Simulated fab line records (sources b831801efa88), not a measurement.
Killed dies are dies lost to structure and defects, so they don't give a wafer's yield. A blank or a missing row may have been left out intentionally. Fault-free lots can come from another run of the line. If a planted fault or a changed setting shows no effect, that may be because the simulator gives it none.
The tool behind it: which one? :: flow sky130 :: route of 708 steps, sampled at 1 step: 12 lots, 36 wafers

WHAT THE GAUGES SHOWED, per wafer
SKY_FIELD_ISO_THK_MEAS_02.
lot: L075
measured: day 1 16:57
on: film_metro-01
FIELD_ISO_OXIDATION_00_THK (nm): 12.14 12.03 12.12

lot: L077
measured: day 2 02:38
on: film_metro-01
FIELD_ISO_OXIDATION_00_THK (nm): 12.28 12.14 12.12

lot: L079
measured: day 2 12:38
on: film_metro-02
FIELD_ISO_OXIDATION_00_THK (nm): 12.00 11.80 11.99

lot: L081
measured: day 2 22:49
on: film_metro-01
FIELD_ISO_OXIDATION_00_THK (nm): 11.80 12.10 11.97

lot: L083
measured: day 3 08:40
on: film_metro-02
FIELD_ISO_OXIDATION_00_THK (nm): 12.17 12.37 12.21

lot: L085
measured: day 3 18:38
on: film_metro-01
FIELD_ISO_OXIDATION_00_THK (nm): 11.95 11.91 11.98

lot: L087
measured: day 4 06:16
on: film_metro-03
FIELD_ISO_OXIDATION_00_THK (nm): 12.05 12.27 12.01

lot: L089
measured: day 4 15:02
on: film_metro-03
FIELD_ISO_OXIDATION_00_THK (nm): 12.14 11.92 12.31

lot: L091
measured: day 5 00:38
on: film_metro-03
FIELD_ISO_OXIDATION_00_THK (nm): 11.86 11.75 11.59

lot: L093
measured: day 5 10:57
on: film_metro-02
FIELD_ISO_OXIDATION_00_THK (nm): 11.69 11.73 11.79

lot: L095
measured: day 5 20:48
on: film_metro-03
FIELD_ISO_OXIDATION_00_THK (nm): 11.96 12.01 11.82

lot: L097
measured: day 6 14:23
on: film_metro-02
FIELD_ISO_OXIDATION_00_THK (nm): 12.23 12.31 12.14

TOOL THAT RAN EACH LOT (tool first, then ch and the chambers of the sampled wafers, then the start)
The record shows no process step preceding these readings.

THE ANSWER, worked out from the rows above alone
Rule: usual is defined by the lots themselves. Put in order of their means at a reading, lots are off if they are a third of the lots or fewer, leave a main group of 4 or more, and stand apart from it by a gap of 3 or more times the standard deviation of the main group's means; of several such gaps the widest counts. Not used: any main group whose means are identical at the precision the tables above print for the reading. A lot without any number at a reading at which 4 lots or more have one is off too. Any other lot the step has rows for is counted as sound.
None of the lots is off at any reading shown; this tells nothing.

WHAT WAS PUT IN BY THE SIMULATOR
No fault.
